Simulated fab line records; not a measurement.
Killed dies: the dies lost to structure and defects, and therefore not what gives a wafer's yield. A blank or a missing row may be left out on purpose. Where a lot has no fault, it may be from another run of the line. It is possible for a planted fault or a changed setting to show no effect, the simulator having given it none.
A lot that was struck, set against a sound lot | flow gf180mcu | 17 steps out of a route of 602
Sound: wafers L381.2, L381.4, L381.5. The struck wafers were L389.2, L389.3, L389.5. The cause comes at the end.
Per side, at each step with rows, come the tool, then ch with its chambers, and then its first start. Under that, the readings that differ: sound wafers | struck wafers | difference of the means | sigmas: that difference in standard deviations of wafers without a fault.
alike: readings with means less than 2 such deviations apart, plus words and numbers identical on both sides. not compared: withheld readings, readings lacking a value on some wafer, bounds such as >300 that could conceal the same value, and numbers that have no deviation in the record and whose values overlap.
Wherever a step has rows on one side only, a row that says differs or no value, or a row with sigmas, the two part there. When numbers do not overlap yet have no deviation, they are printed without sigmas and do not part them. A reading that every wafer of one side lacks parts them only if that side has two wafers or more.

first, 5 steps without rows for these wafers: GF_SAB_COAT_04 (resist thk 1000 nm); GF_SAB_SOFTBAKE_05 (time 60 s); GF_SAB_EXPOSE_06 (exposes mask SAB, target cd 420 nm); GF_SAB_PEB_07; GF_SAB_DEVELOP_08 (develop time 60 s).
GF_SAB_CD_MEAS_09 targets a cd of 420 nm.
  sound: cdSem-02 at day 20 02:12; struck: cdSem-02 at day 22 15:39
  alike: cdNm
GF_SAB_OVL_MEAS_10:
  sound: overlay-02 at day 20 02:19; struck: overlay-01 at day 22 15:46
  alike: SAB_OVL
GF_SAB_ETCH_11: etches SiO2 in C4F8/O2/Ar, target depth 55 nm, time 8.5 s.
  sound on rieDiel-02 ch 1,2, day 20 02:20; struck on rieDiel-02 ch 0,2,3, day 22 15:47
  alike: oesProductAu
  not compared: rfHoursCounterH
then, 1 step without rows for these wafers: GF_SAB_WET_ETCH_12 (etches SiO2 in dHF, target depth 22 nm, time 440 s).
GF_SAB_STRIP_13: strips in O2/N2.
  sound on plasmaAsher-04 ch 0, day 20 02:30; struck on plasmaAsher-04 ch 0,1, day 22 15:56
  alike: drypumpMotorCurrentA, heaterPowerW, oesProductAu, stripTimeToEndpointS
  not compared: rfHoursCounterH
then, 2 steps without rows for these wafers: GF_SALICIDE_CLEAN_00 (cleans in SC1/SC2, time 150 s); GF_SALICIDE_WET_ETCH_01 (etches SiO2 in dHF, target depth 5 nm, time 100 s).
GF_SALICIDE_SPUTTER_02: material Co, target thk 10 nm, time 20 s.
  sound: pvdSputter-01 at day 20 02:41; struck: pvdSputter-01 at day 22 16:08
  alike: cathodeDcPowerW, throttleValvePct
GF_SALICIDE_SPUTTER_03: material TiN, target thk 20 nm, time 16.7 s.
  sound: pvdSputter-01 at day 20 02:43; struck: pvdSputter-01 at day 22 16:10
  alike: cathodeDcPowerW, throttleValvePct
GF_SALICIDE_RS_MEAS_04: measurement is done with a four-point probe.
  sound: filmMetro-02 at day 20 02:46; struck: filmMetro-04 at day 22 16:12
reading                  | sound             | struck            | difference | sigmas
SALICIDE_TIN_RS (ohm/sq) | 16.64 16.53 16.57 | 18.80 18.63 18.79 | +2.16      | +7
GF_SALICIDE_THK_MEAS_05: measures by xrf.
  sound: filmMetro-02 at day 20 02:52; struck: filmMetro-04 at day 22 16:19
  alike: SALICIDE_TIN_THK
-- the record jumps here: 12 days lie between the struck wafers' starts before and after (it left off in module SALICIDE and takes up again in module PASSIVATION, whose first step shown is number 602 of the route) --
GF_PASSIVATION_PROBE_99:
  rows exist in the record for the struck wafers here (prober-02, day 34 15:34), but not for the sound ones

WHERE THEY PART
Last at GF_PASSIVATION_PROBE_99 as far as this record goes, first at GF_SALICIDE_RS_MEAS_04.

WHY: the cause the simulator had injected
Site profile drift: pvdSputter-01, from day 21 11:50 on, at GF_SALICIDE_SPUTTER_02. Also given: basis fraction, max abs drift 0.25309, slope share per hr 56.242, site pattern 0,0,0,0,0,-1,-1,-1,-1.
